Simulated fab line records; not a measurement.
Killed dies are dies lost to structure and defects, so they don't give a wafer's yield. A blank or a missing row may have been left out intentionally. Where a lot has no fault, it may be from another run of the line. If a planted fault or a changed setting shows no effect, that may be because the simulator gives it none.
Matching of chambers -- flow sfq-line -- 3 sister chambers for SFQ_TRILAYER_I0_DEP_PECVD_027 on pecvd-04
The step deposits SiO2 from SiH4/N2O, time 111.11 s, target thk 500 nm. 6 wafers are shown with their chamber, then 8 later ones without.

## EACH WAFER AND ITS CHAMBER
wafer,chamber,heater-power-w (W),throttle-valve-pct (%)
L100.4,0,84,23.4
L107.3,2,105,24.5
L107.4,2,107,24.1
L111.4,0,84,23.5
L111.6,1,69,25.0
L112.1,1,71,25.3

## WAFERS WITHOUT THEIR CHAMBER
wafer,heater-power-w (W),throttle-valve-pct (%)
L112.2,73,23.8
L112.6,74,25.1
L114.1,106,24.3
L114.4,79,23.8
L114.6,74,25.1
L122.1,85,23.8
L122.5,72,23.8
L122.6,105,24.6

## WHICH CHAMBER EACH ONE RAN IN
wafer,from the rows above,in truth
L112.2,1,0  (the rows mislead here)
L112.6,1,1
L114.1,2,2
L114.4,0,0
L114.6,1,1
L122.1,0,0
L122.5,1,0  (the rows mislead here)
L122.6,2,2
Correct placement for 6 of the 8. Left unplaced by these rows: 0. Wrongly placed: 2.
How it was worked out, from the rows above alone: a wafer's distance from a chamber is the root of the sum, over the readings, of the square of ((its reading less the chamber's mean) divided by the reading's scatter). If the next closest chamber is less than 2 further off than the closest, the wafer can't be placed; otherwise it belongs to the closest. For every chamber, the mean is computed from those of its wafers that are shown. The scatter is the square root of a quotient: the sum, over the shown wafers, of each reading's squared deviation from its chamber's mean, divided by wafers minus chambers.
